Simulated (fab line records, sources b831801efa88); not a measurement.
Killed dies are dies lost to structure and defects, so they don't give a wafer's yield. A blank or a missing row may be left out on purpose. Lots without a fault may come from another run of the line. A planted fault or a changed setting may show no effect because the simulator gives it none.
Problem report in the 8D (eight disciplines) form, filled by code | flow gf180mcu | the parts of the form that need people (team, actions taken, sign-off) are left out

1. THE PROBLEM
HV_LDD_3_TW at GF_HV_LDD_TW_MEAS_38 reads a mean of 1607 on 6 wafers of 2 lots; wafers without a fault read 1459 with a standard deviation of 15. That is +9.9 standard deviations from the usual mean.
First seen on wafer L318.1, day 18 04:13, on film_metro-03. The record holds 36 wafers of 12 lots with a number at this step. Rule for "out", or "out of limits": more than 4 standard deviations from the usual mean. The other wafers with a number count as sound.

2. WHAT IT IS AND WHAT IT IS NOT
question                    | is                           | is not
which readings at this step | HV_LDD_3_TW                  | -
which lots                  | L318, L319                   | L298, L299, L301, L302, L304, L307, L308, L309, L310, L311
which wafers of those lots  | all that have a number       | -
read on which gauges        | film_metro-01, film_metro-03 | film_metro-04
when                        | from day 18 04:13            | up to then (30 sound wafers)

3. SUSPECTS, AND WHAT RULES EACH OUT
Counting: a tool at a process step up to the reading stays a suspect if it ran every lot that is out and no sound lot after the first of them.
- the gauge at GF_HV_LDD_TW_MEAS_38: ruled out. The wafers that are out were read on 2 gauges (film_metro-01, film_metro-03).
- litho_track-04 at GF_HV_LDD_COAT_14 (resist thk 1000 nm): kept. It ran every lot that is out, first L318 (day 16 16:31), and no sound lot after that; its last sound lot up to then is L310 (day 14 01:55).
Left after counting: litho_track-04 at GF_HV_LDD_COAT_14.

4. THE CAUSE (what the simulator had put in)
Skipped step whole: litho_track-04, from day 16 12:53 on, at GF_HV_LDD_COAT_14. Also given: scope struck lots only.
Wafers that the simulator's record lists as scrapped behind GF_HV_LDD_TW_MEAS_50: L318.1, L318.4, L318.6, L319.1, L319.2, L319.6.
Counting left only this tool.

5. THE CHAIN OF EFFECTS, in route order
Each row: a reading whose mean over the struck wafers that have a number lies more than 3 standard deviations from the usual. Only readings for which the record gives a usual standard deviation are gone through. hours: the time from each lot's start at the first step in this table that gives one to its start at this step, as a median over the lots. sigmas: the change in usual standard deviations.
hours | step                 | reading     | usual | on struck wafers | change | sigmas
0     | GF_HV_LDD_TW_MEAS_38 | HV_LDD_3_TW | 1459  | 1607             | +148   | +9.9
25    | GF_HV_LDD_TW_MEAS_50 | HV_LDD_4_TW | 576   | 1101             | +525   | +89
Readings that are blank on the struck wafers while sound wafers have them: chill_plate_temp_C at GF_HV_LDD_COAT_14; dispense_pressure_kPa at GF_HV_LDD_COAT_14; cd_nm at GF_HV_LDD_CD_MEAS_19.

6. WHAT WOULD HAVE CAUGHT IT SOONER
In this record the first reading out of limits at a measuring or inspecting step was taken at day 18 04:13, 39 hours after the fault began at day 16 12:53.
Between GF_HV_LDD_COAT_14 and GF_HV_LDD_TW_MEAS_38, GF_HV_LDD_CD_MEAS_19 gave no cd_nm on the struck wafers, where sound wafers have one: a measuring or inspecting step that comes back empty is itself a sign.
At GF_HV_LDD_COAT_14 the tool's readings are blank on the struck wafers, where sound wafers have them: an empty tool record is the first sign, and it was there at once.
All the lots that are out (2) had begun GF_HV_LDD_COAT_14 on litho_track-04 by day 18 04:13. A hold on the tool at that time would have spared none of them.
